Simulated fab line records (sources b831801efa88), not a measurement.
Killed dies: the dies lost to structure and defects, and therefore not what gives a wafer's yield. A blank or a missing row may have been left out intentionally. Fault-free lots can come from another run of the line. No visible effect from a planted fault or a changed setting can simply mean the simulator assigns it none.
fab line records	flow sky130
[record] lots = 5	wafers = 15	last-day = 49
route steps=708 shown POLY_CUT@319 SD_P@320 RES_XHIGH@332 SD_N@342
lots that met no fault: from a run of the same line without faults
start-h: the number of hours between the record's first day and the start of the first shown wafer of the lot	wait-h: how many hours have passed since the lot's step before this one	" the same as in the row above	L1.1+2: a single row standing in for several wafers	- either no value or no given start	* or withheld: withheld	< > ~ a bound
route shown NAME@n: a module of which the file shows steps, and the number in the route of the first	usual: average and standard deviation across the fault-free wafers	same: alike in all rows	chamber/n: place in a boat	sites: readings site by site	_std_site: standard deviation of those values	_edge_site: inner sites' mean taken away from outer sites' mean	radius-mm: how far each site lies from the wafer's centre	mask NAME#n: copy n	behind: the last tool/chamber to shape the wafer	hold: why the lot went on hold/how many hours it stayed there/how the hold came to an end	device: the transistor (n, p or np) that didn't switch	end of line: the tests these same wafers got at the end of their route	a step without rows: its recipe alone	killed: at the first sort, the dies lost to defects and structure; wafer yield is something else	map: dies across one wafer; x = killed, . = not, _ = none there
set.NAME: the run value of the setting; set.NAME@STEP: its run value at that earlier step	model.NAME: the simulator's own value behind a step, which no gauge read
a table for each step, a row for each wafer; lots at some steps of the route
services: when a tool's chamber went out of use (start-h, in hours from the record's first day, below 0 if earlier), for how many hours, and the reason
[[steps]]
[step SKY_POLY_CUT_STRIP_12]
[recipe] chemistry = O2/N2	power-w = 1400	pressure-mtorr = 1500	platen-temp-c = withheld	o2-flow-sccm = 3000	n2-flow-sccm = 300	overash-fraction = 0.5
[usual] drypump-motor-current-A = 5.9/0.3	o2-flow-sccm = 3001/7.9	oes-product-au = 0.453/0.0045	strip-time-to-endpoint-s = 5.366/0.017
[same] overash-fraction = 0.5
lot.wafer	tool	chamber	start-h	wait-h	drypump-motor-current-A	o2-flow-sccm	oes-product-au	rf-hours-counter-h	strip-time-to-endpoint-s
L074.1	plasma-asher-02	0	550.28	0.0	5.8	3011	0.459	43	5.363
L074.2	"	1	"	"	6.1	2995	0.457	43	5.375
L074.5	"	1	"	"	6.1	2993	0.449	-	5.369
L080.1	plasma-asher-02	1	607.43	0.0	6.0	3006	0.451	50	5.387
L080.5	"	1	"	"	6.0	3003	0.449	-	5.368
L080.6	"	0	"	"	5.8	2996	0.456	-	5.378
L081.2	plasma-asher-03	1	629.33	0.0	6.3	3012	0.458	93	5.353
L081.4	"	1	"	"	6.3	3015	0.452	-	5.388
L081.5	"	0	"	"	5.6	2996	0.455	-	5.367
L093.2	plasma-asher-03	1	723.38	0.0	6.3	3007	0.441	102	5.380
L093.4	"	0	"	"	5.6	2996	0.447	-	5.360
L093.5	"	1	"	"	6.3	3019	0.450	-	5.347
L094.1	plasma-asher-01	0	725.77	0.0	6.2	2997	0.442	88	5.362
L094.2	"	1	"	"	5.6	3007	0.455	88	5.362
L094.5	"	0	"	"	6.2	3005	0.449	-	5.345
[step SKY_SD_P_DEHYDRATE_00]
[recipe] temp-c = 200	time-s = 60
[same] time-s = 60
lot.wafer	tool	chamber	start-h	wait-h
L074.1+2+5	litho-track-01	0	564.35	14.0
L080.1+5+6	litho-track-03	0	622.07	14.6
L081.2+4+5	litho-track-01	0	642.63	13.3
L093.2+4+5	litho-track-01	0	736.58	13.2
L094.1+2+5	litho-track-02	0	739.59	13.8
[step SKY_SD_P_HMDS_01]
[recipe] prime-time-s = 60	prime-temp-c = 120
[same] prime-time-s = 60
lot.wafer	tool	chamber	start-h	wait-h
L074.1+2+5	litho-track-01	0	564.50	0.1
L080.1+5+6	litho-track-03	0	622.22	0.1
L081.2+4+5	litho-track-01	0	642.78	0.1
L093.2+4+5	litho-track-01	0	736.73	0.1
L094.1+2+5	litho-track-02	0	739.74	0.1
[step SKY_SD_P_COAT_02]
[recipe] resist = NOVOLAK	spin-rpm = 3000	resist-thk-nm = 1140
lot.wafer	tool	chamber	start-h	wait-h
L074.1+2+5	litho-track-01	0	564.65	0.1
L080.1+5+6	litho-track-03	0	622.37	0.1
L081.2+4+5	litho-track-01	0	642.93	0.1
L093.2+4+5	litho-track-01	0	736.88	0.1
L094.1+2+5	litho-track-02	0	739.89	0.1
[step SKY_SD_P_SOFTBAKE_03]
[recipe] temp-c = 90	time-s = 60	resist = NOVOLAK
[same] time-s = 60
lot.wafer	tool	chamber	start-h	wait-h
L074.1+2+5	litho-track-01	0	564.80	0.1
L080.1+5+6	litho-track-03	0	622.52	0.1
L081.2+4+5	litho-track-01	0	643.08	0.1
L093.2+4+5	litho-track-01	0	737.03	0.1
L094.1+2+5	litho-track-02	0	740.04	0.1
[step SKY_SD_P_EXPOSE_04]
[recipe] mask-id = PSDM	na = 0.6	source-shape = conventional	sigma-outer = 0.6	polarization = unpolarized	target-cd-nm = 380	dose-mj = 138
lot.wafer	tool	chamber	start-h	wait-h	mask
L074.1+2+5	iline-stepper-02	0	-	-	PSDM#0
L080.1+5+6	iline-stepper-02	0	-	-	PSDM#0
L081.2+4+5	iline-stepper-01	0	-	-	PSDM#0
L093.2+4+5	iline-stepper-01	0	-	-	PSDM#0
L094.1+2+5	iline-stepper-01	0	-	-	PSDM#0
[step SKY_SD_P_PEB_05]
[recipe] temp-c = withheld	time-s = *	resist = NOVOLAK
[same] time-s = *
lot.wafer	tool	chamber	start-h	wait-h
L074.1+2+5	litho-track-01	0	-	-
L080.1+5+6	litho-track-03	0	-	-
L081.2+4+5	litho-track-01	0	-	-
L093.2+4+5	litho-track-03	0	-	-
L094.1+2+5	litho-track-01	0	-	-
[step SKY_SD_P_DEVELOP_06]
[recipe] resist = NOVOLAK	developer = TMAH	develop-time-s = 60	dev-temp-c = 23
lot.wafer	tool	chamber	start-h	wait-h
L074.1+2+5	litho-track-01	0	577.70	0.1
L080.1+5+6	litho-track-03	0	636.02	0.1
L081.2+4+5	litho-track-01	0	657.83	0.1
L093.2+4+5	litho-track-03	0	751.04	0.1
L094.1+2+5	litho-track-01	0	752.95	0.1
[step SKY_SD_P_CD_MEAS_07]
[recipe] target-cd-nm = 380
[usual] cd-nm = 380.2/2.6
lot.wafer	tool	chamber	start-h	wait-h	cd-nm
L074.1	cd-sem-02	-	577.85	0.1	376.8
L074.2	"	-	"	"	375.0
L074.5	"	-	"	"	375.4
L080.1	cd-sem-02	-	636.17	0.1	382.3
L080.5	"	-	"	"	383.9
L080.6	"	-	"	"	380.9
L081.2	cd-sem-01	-	657.97	0.1	382.8
L081.4	"	-	"	"	382.7
L081.5	"	-	"	"	380.2
L093.2	cd-sem-01	-	751.19	0.1	384.1
L093.4	"	-	"	"	383.3
L093.5	"	-	"	"	383.3
L094.1	cd-sem-01	-	753.10	0.1	385.9
L094.2	"	-	"	"	382.9
L094.5	"	-	"	"	382.7
[step SKY_SD_P_OVL_MEAS_08]
[usual] SD_P_OVL = 0.6/1.3
lot.wafer	tool	chamber	start-h	wait-h	SD_P_OVL[nm]
L074.1	overlay-02	-	577.97	0.1	1.6
L074.2	"	-	"	"	1.1
L074.5	"	-	"	"	0.3
L080.1	overlay-02	-	636.29	0.1	0.4
L080.5	"	-	"	"	1.0
L080.6	"	-	"	"	-0.8
L081.2	overlay-01	-	658.08	0.1	2.4
L081.4	"	-	"	"	0.9
L081.5	"	-	"	"	1.6
L093.2	overlay-02	-	751.30	0.1	0.9
L093.4	"	-	"	"	-0.5
L093.5	"	-	"	"	0.2
L094.1	overlay-02	-	753.22	0.1	3.2
L094.2	"	-	"	"	2.3
L094.5	"	-	"	"	-1.0
[step SKY_SD_P_IMPLANT_09]
[recipe] species = BF2	energy-kev = 20	dose-cm2 = 3e+15	tilt-deg = 0
[same] implant-ion-amu = 49
lot.wafer	tool	chamber	start-h	wait-h
L074.1+2+5	implanter-04	0	578.01	0.0
L080.1+5+6	implanter-04	0	636.33	0.0
L081.2+4+5	implanter-03	0	658.13	0.0
L093.2+4+5	implanter-02	0	751.35	0.0
L094.1+2+5	implanter-04	0	753.26	0.0
[step SKY_SD_P_STRIP_10]
[recipe] chemistry = O2/N2	power-w = 1400	pressure-mtorr = 1500	platen-temp-c = withheld	o2-flow-sccm = 3000	n2-flow-sccm = 300	overash-fraction = 0.5
[usual] drypump-motor-current-A = 5.7/0.49	o2-flow-sccm = 2999/8.9	oes-product-au = 0.617/0.0046	strip-time-to-endpoint-s = 17.50/0.04
[same] overash-fraction = 0.5
lot.wafer	tool	chamber	start-h	wait-h	drypump-motor-current-A	o2-flow-sccm	oes-product-au	rf-hours-counter-h	strip-time-to-endpoint-s
L074.1	plasma-asher-04	1	578.16	0.1	4.9	3008	0.612	15	17.52
L074.2	"	0	"	"	5.8	3008	0.622	15	17.56
L074.5	"	1	"	"	4.9	3003	0.613	-	17.52
L080.1	plasma-asher-04	1	636.48	0.1	4.9	2987	0.618	22	17.55
L080.5	"	1	"	"	4.9	2990	0.621	-	17.52
L080.6	"	0	"	"	5.8	3000	0.621	-	17.57
L081.2	plasma-asher-04	0	658.26	0.1	5.8	3003	0.618	24	17.49
L081.4	"	0	"	"	5.8	2999	0.619	-	17.52
L081.5	"	0	"	"	5.9	2991	0.619	-	17.53
L093.2	plasma-asher-03	1	751.48	0.1	6.3	2998	0.614	1	17.46
L093.4	"	1	"	"	6.3	2997	0.620	-	17.50
L093.5	"	1	"	"	6.3	3008	0.616	-	17.49
L094.1	plasma-asher-01	1	753.41	0.1	5.6	3007	0.610	90	17.46
L094.2	"	0	"	"	6.2	2994	0.615	90	17.47
L094.5	"	1	"	"	5.6	3000	0.616	-	17.47
[step SKY_SD_P_TW_MEAS_11]
[usual] SD_P_TW = 2834/26
lot.wafer	tool	chamber	start-h	wait-h	SD_P_TW
L074.1	film-metro-04	-	578.26	0.1	2861
L074.2	"	-	"	"	2849
L074.5	"	-	"	"	2855
L080.1	film-metro-01	-	636.58	0.1	2769
L080.5	"	-	"	"	2780
L080.6	"	-	"	"	2765
L081.2	film-metro-02	-	658.37	0.1	2827
L081.4	"	-	"	"	2800
L081.5	"	-	"	"	2815
L093.2	film-metro-02	-	751.59	0.1	2833
L093.4	"	-	"	"	2830
L093.5	"	-	"	"	2834
L094.1	film-metro-04	-	753.51	0.1	2854
L094.2	"	-	"	"	2849
L094.5	"	-	"	"	2867
[step SKY_RES_XHIGH_DEHYDRATE_00]
[recipe] temp-c = 200	time-s = 60
[same] time-s = 60
lot.wafer	tool	chamber	start-h	wait-h
L074.1+2+5	litho-track-02	0	593.14	14.9
L080.1+5+6	litho-track-03	0	650.57	14.0
L081.2+4+5	litho-track-04	0	671.27	12.9
L093.2+4+5	litho-track-04	0	764.17	12.6
L094.1+2+5	litho-track-02	0	766.24	12.7
[step SKY_RES_XHIGH_HMDS_01]
[recipe] prime-time-s = 60	prime-temp-c = 120
[same] prime-time-s = 60
lot.wafer	tool	chamber	start-h	wait-h
L074.1+2+5	litho-track-02	0	593.29	0.1
L080.1+5+6	litho-track-03	0	650.72	0.1
L081.2+4+5	litho-track-04	0	671.42	0.1
L093.2+4+5	litho-track-04	0	764.32	0.1
L094.1+2+5	litho-track-02	0	766.39	0.1
[step SKY_RES_XHIGH_COAT_02]
[recipe] resist = NOVOLAK	spin-rpm = 3000	resist-thk-nm = 1140
lot.wafer	tool	chamber	start-h	wait-h
L074.1+2+5	litho-track-02	0	593.44	0.1
L080.1+5+6	litho-track-03	0	650.87	0.1
L081.2+4+5	litho-track-04	0	671.57	0.1
L093.2+4+5	litho-track-04	0	764.47	0.1
L094.1+2+5	litho-track-02	0	766.54	0.1
[step SKY_RES_XHIGH_SOFTBAKE_03]
[recipe] temp-c = 90	time-s = 60	resist = NOVOLAK
[same] time-s = 60
lot.wafer	tool	chamber	start-h	wait-h
L074.1+2+5	litho-track-02	0	593.59	0.1
L080.1+5+6	litho-track-03	0	651.02	0.1
L081.2+4+5	litho-track-04	0	671.72	0.1
L093.2+4+5	litho-track-04	0	764.62	0.1
L094.1+2+5	litho-track-02	0	766.69	0.1
[step SKY_RES_XHIGH_EXPOSE_04]
[recipe] mask-id = URPM	na = 0.6	source-shape = conventional	sigma-outer = 0.6	polarization = unpolarized	target-cd-nm = 1270	dose-mj = 140
lot.wafer	tool	chamber	start-h	wait-h	mask
L074.1+2+5	iline-stepper-02	0	-	-	URPM#0
L080.1+5+6	iline-stepper-01	0	-	-	URPM#0
L081.2+4+5	iline-stepper-01	0	-	-	URPM#0
L093.2+4+5	iline-stepper-02	0	-	-	URPM#0
L094.1+2+5	iline-stepper-01	0	-	-	URPM#0
[step SKY_RES_XHIGH_PEB_05]
[recipe] temp-c = withheld	time-s = *	resist = NOVOLAK
[same] time-s = *
lot.wafer	tool	chamber	start-h	wait-h
L074.1+2+5	litho-track-03	0	-	-
L080.1+5+6	litho-track-04	0	-	-
L081.2+4+5	litho-track-03	0	-	-
L093.2+4+5	litho-track-03	0	-	-
L094.1+2+5	litho-track-04	0	-	-
[step SKY_RES_XHIGH_DEVELOP_06]
[recipe] resist = NOVOLAK	developer = TMAH	develop-time-s = 60	dev-temp-c = 23
lot.wafer	tool	chamber	start-h	wait-h
L074.1+2+5	litho-track-03	0	606.92	0.1
L080.1+5+6	litho-track-04	0	664.74	0.1
L081.2+4+5	litho-track-03	0	686.04	0.1
L093.2+4+5	litho-track-03	0	778.39	0.1
L094.1+2+5	litho-track-04	0	780.04	0.1
[step SKY_RES_XHIGH_IMPLANT_07]
[recipe] species = BF2	energy-kev = 20	dose-cm2 = 3.632e+14	tilt-deg = 0
[same] implant-ion-amu = 49
lot.wafer	tool	chamber	start-h	wait-h
L074.1+2+5	implanter-03	0	607.07	0.1
L080.1+5+6	implanter-02	0	664.89	0.1
L081.2+4+5	implanter-02	0	686.19	0.1
L093.2+4+5	implanter-01	0	778.54	0.1
L094.1+2+5	implanter-01	0	780.19	0.1
[step SKY_RES_XHIGH_STRIP_08]
[recipe] chemistry = O2/N2	power-w = 1400	pressure-mtorr = 1500	platen-temp-c = withheld	o2-flow-sccm = 3000	n2-flow-sccm = 300	overash-fraction = 0.5
[usual] drypump-motor-current-A = 5.8/0.37	o2-flow-sccm = 3001/9.4	oes-product-au = 0.711/0.0044	strip-time-to-endpoint-s = 14.27/0.042
[same] overash-fraction = 0.5
lot.wafer	tool	chamber	start-h	wait-h	drypump-motor-current-A	o2-flow-sccm	oes-product-au	rf-hours-counter-h	strip-time-to-endpoint-s
L074.1	plasma-asher-02	1	607.22	0.1	6.1	3012	0.711	50	14.23
L074.2	"	0	"	"	5.7	2980	0.713	50	14.23
L074.5	"	0	"	"	5.8	2993	0.707	-	14.24
L080.1	plasma-asher-03	0	665.04	0.1	5.6	3004	0.712	96	14.27
L080.5	"	1	"	"	6.3	2990	0.708	-	14.27
L080.6	"	0	"	"	5.6	3006	0.713	-	14.28
L081.2	plasma-asher-02	0	686.32	0.1	5.8	3008	0.716	58	14.30
L081.4	"	1	"	"	6.1	2990	0.709	-	14.31
L081.5	"	0	"	"	5.8	2989	0.708	-	14.35
L093.2	plasma-asher-04	0	778.67	0.1	5.8	3013	0.702	35	14.35
L093.4	"	1	"	"	4.9	3012	0.707	-	14.35
L093.5	"	1	"	"	4.9	3010	0.714	-	14.32
L094.1	plasma-asher-03	1	780.34	0.1	6.3	3005	0.717	4	14.36
L094.2	"	0	"	"	5.6	2999	0.710	4	14.33
L094.5	"	0	"	"	5.6	3018	0.711	-	14.34
[step SKY_RES_XHIGH_TW_MEAS_09]
[usual] RES_XHIGH_TW = 1646/15
lot.wafer	tool	chamber	start-h	wait-h	RES_XHIGH_TW
L074.1	film-metro-01	-	607.32	0.1	1627
L074.2	"	-	"	"	1620
L074.5	"	-	"	"	1628
L080.1	film-metro-01	-	665.14	0.1	1629
L080.5	"	-	"	"	1623
L080.6	"	-	"	"	1623
L081.2	film-metro-04	-	686.43	0.1	1661
L081.4	"	-	"	"	1657
L081.5	"	-	"	"	1667
L093.2	film-metro-04	-	778.78	0.1	1651
L093.4	"	-	"	"	1655
L093.5	"	-	"	"	1648
L094.1	film-metro-01	-	780.44	0.1	1634
L094.2	"	-	"	"	1631
L094.5	"	-	"	"	1627
[step SKY_SD_N_DEHYDRATE_00]
[recipe] temp-c = 200	time-s = 60
[same] time-s = 60
lot.wafer	tool	chamber	start-h	wait-h
L074.1+2+5	litho-track-01	0	621.90	14.6
L080.1+5+6	litho-track-01	0	678.25	13.1
L081.2+4+5	litho-track-04	0	699.42	13.0
L093.2+4+5	litho-track-04	0	790.62	11.8
L094.1+2+5	litho-track-01	0	792.35	11.9
[step SKY_SD_N_HMDS_01]
[recipe] prime-time-s = 60	prime-temp-c = 120
[same] prime-time-s = 60
lot.wafer	tool	chamber	start-h	wait-h
L074.1+2+5	litho-track-01	0	622.05	0.1
L080.1+5+6	litho-track-01	0	678.40	0.1
L081.2+4+5	litho-track-04	0	699.57	0.1
L093.2+4+5	litho-track-04	0	790.77	0.1
L094.1+2+5	litho-track-01	0	792.50	0.1
[step SKY_SD_N_COAT_02]
[recipe] resist = NOVOLAK	spin-rpm = 3000	resist-thk-nm = 1140
lot.wafer	tool	chamber	start-h	wait-h
L074.1+2+5	litho-track-01	0	622.20	0.1
L080.1+5+6	litho-track-01	0	678.55	0.1
L081.2+4+5	litho-track-04	0	699.72	0.1
L093.2+4+5	litho-track-04	0	790.92	0.1
L094.1+2+5	litho-track-01	0	792.65	0.1
[step SKY_SD_N_SOFTBAKE_03]
[recipe] temp-c = 90	time-s = 60	resist = NOVOLAK
[same] time-s = 60
lot.wafer	tool	chamber	start-h	wait-h
L074.1+2+5	litho-track-01	0	622.35	0.1
L080.1+5+6	litho-track-01	0	678.70	0.1
L081.2+4+5	litho-track-04	0	699.87	0.1
L093.2+4+5	litho-track-04	0	791.07	0.1
L094.1+2+5	litho-track-01	0	792.80	0.1
[step SKY_SD_N_EXPOSE_04]
[recipe] mask-id = NSDM	na = 0.6	source-shape = conventional	sigma-outer = 0.6	polarization = unpolarized	target-cd-nm = 380	dose-mj = 141
lot.wafer	tool	chamber	start-h	wait-h	mask
L074.1+2+5	iline-stepper-01	0	-	-	NSDM#0
L080.1+5+6	iline-stepper-01	0	-	-	NSDM#0
L081.2+4+5	iline-stepper-01	0	-	-	NSDM#0
L093.2+4+5	iline-stepper-02	0	-	-	NSDM#0
L094.1+2+5	iline-stepper-02	0	-	-	NSDM#0
[step SKY_SD_N_PEB_05]
[recipe] temp-c = withheld	time-s = *	resist = NOVOLAK
[same] time-s = *
lot.wafer	tool	chamber	start-h	wait-h
L074.1+2+5	litho-track-01	0	-	-
L080.1+5+6	litho-track-01	0	-	-
L081.2+4+5	litho-track-01	0	-	-
L093.2+4+5	litho-track-03	0	-	-
L094.1+2+5	litho-track-04	0	-	-
[step SKY_SD_N_DEVELOP_06]
[recipe] resist = NOVOLAK	developer = TMAH	develop-time-s = 60	dev-temp-c = 23
lot.wafer	tool	chamber	start-h	wait-h
L074.1+2+5	litho-track-01	0	635.80	0.1
L080.1+5+6	litho-track-01	0	692.70	0.1
L081.2+4+5	litho-track-01	0	713.93	0.1
L093.2+4+5	litho-track-03	0	804.39	0.1
L094.1+2+5	litho-track-04	0	806.19	0.1
[step SKY_SD_N_CD_MEAS_07]
[recipe] target-cd-nm = 380
[usual] cd-nm = 379.8/2.9
lot.wafer	tool	chamber	start-h	wait-h	cd-nm
L074.1	cd-sem-01	-	635.95	0.1	378.5
L074.2	"	-	"	"	380.5
L074.5	"	-	"	"	379.1
L080.1	cd-sem-02	-	692.85	0.1	379.5
L080.5	"	-	"	"	378.1
L080.6	"	-	"	"	377.2
L081.2	cd-sem-02	-	714.07	0.1	381.3
L081.4	"	-	"	"	381.9
L081.5	"	-	"	"	379.4
L093.2	cd-sem-01	-	804.54	0.1	372.6
L093.4	"	-	"	"	373.8
L093.5	"	-	"	"	373.8
L094.1	cd-sem-02	-	806.34	0.1	379.3
L094.2	"	-	"	"	377.2
L094.5	"	-	"	"	376.7
[step SKY_SD_N_OVL_MEAS_08]
[usual] SD_N_OVL = -0.5/1.4
lot.wafer	tool	chamber	start-h	wait-h	SD_N_OVL[nm]
L074.1	overlay-02	-	636.07	0.1	-1.8
L074.2	"	-	"	"	-3.3
L074.5	"	-	"	"	-0.5
L080.1	overlay-02	-	692.97	0.1	-1.9
L080.5	"	-	"	"	-1.6
L080.6	"	-	"	"	0.4
L081.2	overlay-02	-	714.18	0.1	-2.0
L081.4	"	-	"	"	0.3
L081.5	"	-	"	"	0.5
L093.2	overlay-01	-	804.65	0.1	2.9
L093.4	"	-	"	"	-0.7
L093.5	"	-	"	"	1.7
L094.1	overlay-01	-	806.46	0.1	-0.4
L094.2	"	-	"	"	-1.0
L094.5	"	-	"	"	0.4
[step SKY_SD_N_IMPLANT_09]
[recipe] species = As	energy-kev = 50	dose-cm2 = 4e+15	tilt-deg = 0
[same] implant-ion-amu = 75
lot.wafer	tool	chamber	start-h	wait-h
L074.1+2+5	implanter-02	0	636.11	0.0
L080.1+5+6	implanter-01	0	693.01	0.0
L081.2+4+5	implanter-01	0	714.23	0.0
L093.2+4+5	implanter-04	0	804.70	0.0
L094.1+2+5	implanter-01	0	806.50	0.0
[step SKY_SD_N_IMPLANT_10]
[recipe] species = P	energy-kev = 19.84	dose-cm2 = 1e+14	tilt-deg = 0
[same] implant-ion-amu = 31
lot.wafer	tool	chamber	start-h	wait-h
L074.1+2+5	implanter-02	0	636.26	0.1
L080.1+5+6	implanter-01	0	693.16	0.1
L081.2+4+5	implanter-01	0	714.38	0.1
L093.2+4+5	implanter-04	0	804.85	0.1
L094.1+2+5	implanter-01	0	806.65	0.1
[step SKY_SD_N_STRIP_11]
[recipe] chemistry = O2/N2	power-w = 1400	pressure-mtorr = 1500	platen-temp-c = withheld	o2-flow-sccm = 3000	n2-flow-sccm = 300	overash-fraction = 0.5
[usual] drypump-motor-current-A = 5.7/0.41	o2-flow-sccm = 3000/9.2	oes-product-au = 0.528/0.005	strip-time-to-endpoint-s = 22.55/0.043
[same] overash-fraction = 0.5
lot.wafer	tool	chamber	start-h	wait-h	drypump-motor-current-A	o2-flow-sccm	oes-product-au	rf-hours-counter-h	strip-time-to-endpoint-s
L074.1	plasma-asher-01	1	636.41	0.1	5.6	3014	0.533	79	22.57
L074.2	"	0	"	"	6.2	3000	0.520	79	22.60
L074.5	"	1	"	"	5.6	3006	0.524	-	22.60
L080.1	plasma-asher-04	1	693.31	0.1	4.9	3000	0.518	27	22.57
L080.5	"	1	"	"	4.9	2995	0.524	-	22.58
L080.6	"	0	"	"	5.8	2998	0.525	-	22.57
L081.2	plasma-asher-04	1	714.51	0.1	4.9	2991	0.528	29	22.49
L081.4	"	1	"	"	4.9	3007	0.523	-	22.52
L081.5	"	1	"	"	4.9	3020	0.530	-	22.49
L093.2	plasma-asher-01	1	804.98	0.1	5.6	2981	0.532	95	22.60
L093.4	"	1	"	"	5.6	2991	0.527	-	22.61
L093.5	"	0	"	"	6.2	3003	0.524	-	22.62
L094.1	plasma-asher-01	1	806.80	0.1	5.6	3009	0.527	95	22.51
L094.2	"	0	"	"	6.2	3015	0.528	95	22.58
L094.5	"	1	"	"	5.6	3005	0.533	-	22.55
[step SKY_SD_N_TW_MEAS_12]
[usual] SD_N_TW = 3971/42
lot.wafer	tool	chamber	start-h	wait-h	SD_N_TW
L074.1	film-metro-01	-	636.51	0.1	3912
L074.2	"	-	"	"	3913
L074.5	"	-	"	"	3928
L080.1	film-metro-04	-	693.41	0.1	4042
L080.5	"	-	"	"	4059
L080.6	"	-	"	"	4035
L081.2	film-metro-04	-	714.62	0.1	4054
L081.4	"	-	"	"	4057
L081.5	"	-	"	"	4053
L093.2	film-metro-04	-	805.09	0.1	3999
L093.4	"	-	"	"	4009
L093.5	"	-	"	"	4019
L094.1	film-metro-01	-	806.90	0.1	3946
L094.2	"	-	"	"	3919
L094.5	"	-	"	"	3918
[step SKY_SD_N_CLEAN_13]
[recipe] chemistry = SC1/SC2	mix = 1:4:20	temp-c = 70	time-s = 150	dry = n2-spin
[same] time-s = 150
lot.wafer	tool	chamber	start-h	wait-h
L074.1+2+5	wet-bench-02	3	636.57	0.1
L080.1+5+6	wet-bench-01	3	693.47	0.1
L081.2+4+5	wet-bench-02	2	714.67	0.0
L093.2+4+5	wet-bench-01	1	805.14	0.0
L094.1+2+5	wet-bench-01	3	806.96	0.1
[step SKY_SD_N_RTA_14]
[recipe] temp-c = 1075	time-s = 2	idle-temp-c = 650	ramp-up-c-per-s = 150	ramp-down-c-per-s = 90	ambient = N2
[usual] chamber-o2-ppm = 2.000/0.022	lamp-power-pct = 15.74/0.059	ramp-down-c-per-s = 89.999/0.016	ramp-up-c-per-s = 150.00/0.029	wafer_temp_C_max = 1078.0/1.3
[same] time-s = 2
lot.wafer	tool	chamber	start-h	wait-h	chamber-o2-ppm	lamp-power-pct	ramp-down-c-per-s	ramp-up-c-per-s	wafer_temp_C_max
L074.1	rtp-anneal-01	0	636.62	0.0	1.977	15.71	89.995	149.96	1078.3
L074.2	"	0	"	"	2.013	15.82	90.015	150.03	1078.7
L074.5	"	0	"	"	1.990	15.74	90.002	150.01	1080.0
L080.1	rtp-anneal-01	0	693.52	0.0	1.987	15.77	89.997	149.97	1079.5
L080.5	"	0	"	"	2.021	15.68	90.012	149.98	1077.4
L080.6	"	0	"	"	2.041	15.63	90.006	150.03	1077.3
L081.2	rtp-anneal-02	0	714.73	0.0	1.969	15.78	90.016	150.02	1076.9
L081.4	"	0	"	"	1.985	15.68	90.007	149.96	1077.0
L081.5	"	0	"	"	1.987	15.64	90.005	150.05	1075.5
L093.2	rtp-anneal-02	0	805.20	0.0	1.995	15.78	90.008	149.98	1078.4
L093.4	"	0	"	"	1.997	15.73	90.014	150.00	1080.1
L093.5	"	0	"	"	1.999	15.65	89.993	150.04	1076.8
L094.1	rtp-anneal-01	0	807.02	0.0	2.000	15.81	89.977	150.02	1078.0
L094.2	"	0	"	"	1.960	15.71	90.016	150.01	1079.9
L094.5	"	0	"	"	1.972	15.72	90.026	149.99	1078.1
[step SKY_SD_N_RS_MEAS_16]
[recipe] thk-meas-gauge = four-point-probe
[usual] SD_N_RS = 68.59/0.16
lot.wafer	tool	chamber	start-h	wait-h	SD_N_RS[ohm/sq]
L074.1	film-metro-04	-	636.80	0.1	68.76
L074.2	"	-	"	"	68.58
L074.5	"	-	"	"	68.81
L080.1	film-metro-01	-	693.70	0.1	68.69
L080.5	"	-	"	"	68.71
L080.6	"	-	"	"	68.60
L081.2	film-metro-01	-	714.91	0.1	68.73
L081.4	"	-	"	"	68.59
L081.5	"	-	"	"	68.62
L093.2	film-metro-02	-	805.39	0.1	68.28
L093.4	"	-	"	"	68.44
L093.5	"	-	"	"	68.37
L094.1	film-metro-02	-	807.19	0.1	68.40
L094.2	"	-	"	"	68.48
L094.5	"	-	"	"	68.48
[step SKY_SD_N_RS_MEAS_17]
[recipe] thk-meas-gauge = four-point-probe
[usual] SD_P_RS = 146.9/0.43
lot.wafer	tool	chamber	start-h	wait-h	SD_P_RS[ohm/sq]
L074.1	film-metro-04	-	636.92	0.1	147.7
L074.2	"	-	"	"	147.7
L074.5	"	-	"	"	147.6
L080.1	film-metro-01	-	693.82	0.1	147.1
L080.5	"	-	"	"	147.3
L080.6	"	-	"	"	146.8
L081.2	film-metro-01	-	715.03	0.1	147.1
L081.4	"	-	"	"	146.8
L081.5	"	-	"	"	147.1
L093.2	film-metro-02	-	805.51	0.1	146.4
L093.4	"	-	"	"	146.6
L093.5	"	-	"	"	146.3
L094.1	film-metro-02	-	807.31	0.1	146.8
L094.2	"	-	"	"	146.5
L094.5	"	-	"	"	146.7
[[services]]
tool	chamber	start-h	hours	kind
implanter-04	-	529.70	10.4	repair
implanter-02	-	530.38	2.9	repair
iline-stepper-01	-	567.09	4.4	repair
implanter-01	-	579.22	4.1	pm
plasma-asher-01	-	603.20	24.1	repair
plasma-asher-03	-	606.38	2.1	repair
plasma-asher-04	-	608.98	0.3	repair
implanter-01	-	616.98	1.4	repair
implanter-04	-	638.15	3.9	pm
iline-stepper-01	-	656.16	0.5	repair
plasma-asher-04	-	662.79	4.9	repair
iline-stepper-02	-	664.57	1.7	pm
implanter-01	-	681.94	4.6	pm
plasma-asher-02	-	682.94	0.7	repair
iline-stepper-01	-	718.65	1.7	pm
implanter-04	-	718.81	1.7	repair
plasma-asher-04	-	722.49	2.2	repair
implanter-02	-	733.52	1.7	repair
plasma-asher-03	-	733.75	9.0	pm
implanter-04	-	738.39	3.0	repair
plasma-asher-01	-	745.96	0.4	repair
implanter-02	-	778.29	42.3	pm
plasma-asher-01	-	782.74	0.6	repair
plasma-asher-01	-	805.75	1.0	repair
[[key]]
fault none
